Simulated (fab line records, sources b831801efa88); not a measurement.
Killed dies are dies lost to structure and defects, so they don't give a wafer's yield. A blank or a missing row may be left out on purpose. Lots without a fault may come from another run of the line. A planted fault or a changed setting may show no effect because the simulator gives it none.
A struck lot beside a sound one | flow sky130 | 15 steps out of a route of 708
Sound: wafers L162.2, L162.3, L162.6. Struck: wafers L145.1, L145.3, L145.5. The cause comes at the end.
At each step with rows: each side's tool, then ch and its chambers, then its first start. Under that, the readings that differ: sound wafers | struck wafers | difference of the means | sigmas: that difference in standard deviations of wafers without a fault.
alike: readings whose means differ by less than 2 such deviations, and words and numbers that are the same on both sides. not compared: withheld readings, readings that some wafer has no value for, bounds like >300 that may hide the same value, and numbers for which the record gives no deviation and whose values overlap.
The two part at a step that has a row with sigmas, a row that says differs or no value, or rows on one side only. Numbers that don't overlap but have no deviation are shown without sigmas and don't part them. A reading that every wafer of one side lacks parts them only if that side has two wafers or more.

first, 5 steps without rows for these wafers: SKY_VIA4_COAT_06 (resist thk 1140 nm); SKY_VIA4_SOFTBAKE_07 (time 60 s); SKY_VIA4_EXPOSE_08 (exposes mask VIM4, target cd 800 nm); SKY_VIA4_PEB_09; SKY_VIA4_DEVELOP_10 (develop time 60 s).
SKY_VIA4_OVL_MEAS_11:
  sound on overlay-02, day 47 19:22; struck on overlay-02, day 43 12:25
  alike: VIA4_OVL
SKY_VIA4_ETCH_12: etches SiO2 in C4F8/O2/Ar, stops on TiN, target depth 580 nm.
  sound on rie_diel-03 ch 0,1, day 47 19:23; struck on rie_diel-04 ch 0,1,2, day 43 12:26
  alike: chamber_pressure_mTorr, oes_product_au
SKY_VIA4_STRIP_13: strips in O2/N2.
  sound on plasma_asher-02 ch 0, day 47 19:28; struck on plasma_asher-04 ch 0,1, day 43 12:31
  alike: chamber_pressure_mTorr, drypump_motor_current_A, oes_product_au, strip_time_to_endpoint_s
  not compared: rf_hours_counter_h
then, 3 steps without rows for these wafers: SKY_VIA4_STRIP_14 (strips in post etch residue remover, time 1200 s); SKY_VIA4_CLEAN_15 (cleans in IPA, time 180 s); SKY_VIA4_CLEAN_16 (cleans in O3/DIW).
SKY_VIA4_SPUTTER_17: material TiN, target thk 20 nm, time 80 s.
  sound on pvd_sputter-03, day 47 20:04; struck on pvd_sputter-01, day 43 13:07
  alike: throttle_valve_pct
SKY_VIA4_CVD_18: deposits W, target thk 505 nm, time 152.14 s.
  sound on cvd_w-02 ch 0,1, day 47 20:08; struck on cvd_w-02 ch 0,1, day 43 13:29
  alike: heater_power_w
SKY_VIA4_RS_MEAS_19: measures by four-point-probe.
  sound on film_metro-03, day 47 20:18; struck on film_metro-03, day 43 13:56
  reading            | sound                | struck               | difference | sigmas
  VIA4_W_RS (ohm/sq) | 0.2262 0.2273 0.2257 | 0.1127 0.1129 0.1144 | -0.1131    | -49
SKY_PAD_OPEN_PROBE_99:
  the record has rows for the sound wafers here (prober-01, day 50 06:16) and none for the struck ones

WHERE THEY PART
First at SKY_VIA4_RS_MEAS_19; last, within this record, at SKY_PAD_OPEN_PROBE_99.

WHY: what the simulator had put in
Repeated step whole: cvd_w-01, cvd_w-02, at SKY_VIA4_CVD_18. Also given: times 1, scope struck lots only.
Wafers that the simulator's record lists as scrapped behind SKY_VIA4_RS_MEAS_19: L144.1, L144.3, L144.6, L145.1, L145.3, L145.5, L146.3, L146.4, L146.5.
